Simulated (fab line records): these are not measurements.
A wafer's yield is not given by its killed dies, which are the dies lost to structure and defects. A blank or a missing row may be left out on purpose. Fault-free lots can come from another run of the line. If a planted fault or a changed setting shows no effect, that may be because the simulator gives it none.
Matching of chambers -- flow sky130 -- cmp-01 running SKY_VIA1_CMP_24: 4 sister chambers
The step polishes, stops on SiO2, t overpolish 15 s, target thk 0 nm. 20 wafers are shown with their chamber, then 9 later ones without.

## WAFERS, EACH WITH ITS CHAMBER
wafer,chamber,motor current A (A),time to endpoint s (s),overpolish run s (s)
L729.3,0,10.8,64,15.001
L729.4,1,12.2,66,14.994
L729.6,1,12.2,70,14.985
L731.1,1,13.0,73,15.000
L731.3,0,11.1,67,15.000
L731.5,2,11.4,68,14.994
L732.1,3,10.3,66,14.985
L732.2,1,12.4,71,15.016
L732.5,0,10.9,68,15.002
L733.1,0,11.3,62,15.003
L733.3,1,12.9,66,14.995
L733.5,2,11.2,62,14.988
L734.1,2,11.0,66,15.012
L734.3,3,9.6,63,14.993
L734.4,0,11.2,60,15.015
L736.2,1,12.6,69,15.009
L736.3,2,11.3,64,14.986
L736.6,0,10.6,63,15.000
L740.3,0,11.2,62,14.992
L741.3,3,10.0,64,14.994

SIGNATURES, as means of the wafers listed above
reading,chamber 0,chamber 1,chamber 2,chamber 3,scatter within a chamber
motor current A,11.014,12.550,11.225,9.967,0.287
time to endpoint s,63.71,69.17,65.00,64.33,2.66
overpolish run s,15.00186,14.99983,14.99500,14.99067,0.00925
Rule: a wafer lies at a distance from a chamber equal to the root of the sum of squares, over the readings, of (its reading less the chamber's mean, divided by the reading's scatter). The wafer belongs to the nearest chamber; if the next one is less than 2 further off, it can't be placed. The scatter: take each reading less its chamber's mean, square it, sum over the shown wafers, divide by the number of wafers less the number of chambers, and take the root.

## WAFERS WHOSE CHAMBER IS MISSING
wafer,motor current A (A),time to endpoint s (s),overpolish run s (s)
L750.2,11.1,68,15.008
L750.4,10.3,65,15.011
L750.5,10.9,62,14.992
L751.2,11.3,71,14.996
L751.4,12.2,74,14.987
L751.5,12.4,76,14.992
L752.1,10.5,70,15.001
L752.3,10.2,68,15.014
L752.6,10.3,71,14.986

## THE CHAMBER EACH PASSED THROUGH
wafer,from the rows above,in truth
L750.2,can't be placed: 0 or 2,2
L750.4,can't be placed: 3 or 0 or 2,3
L750.5,can't be placed: 0 or 2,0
L751.2,can't be placed: 2 or 0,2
L751.4,1,1
L751.5,1,1
L752.1,can't be placed: 0 or 3 or 2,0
L752.3,can't be placed: 3 or 0 or 2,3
L752.6,can't be placed: 3 or 2 or 0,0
Correct placement for 2 of the 9. These rows do not allow placing 7 (true chamber among the candidates in 7). Placed wrongly: 0.
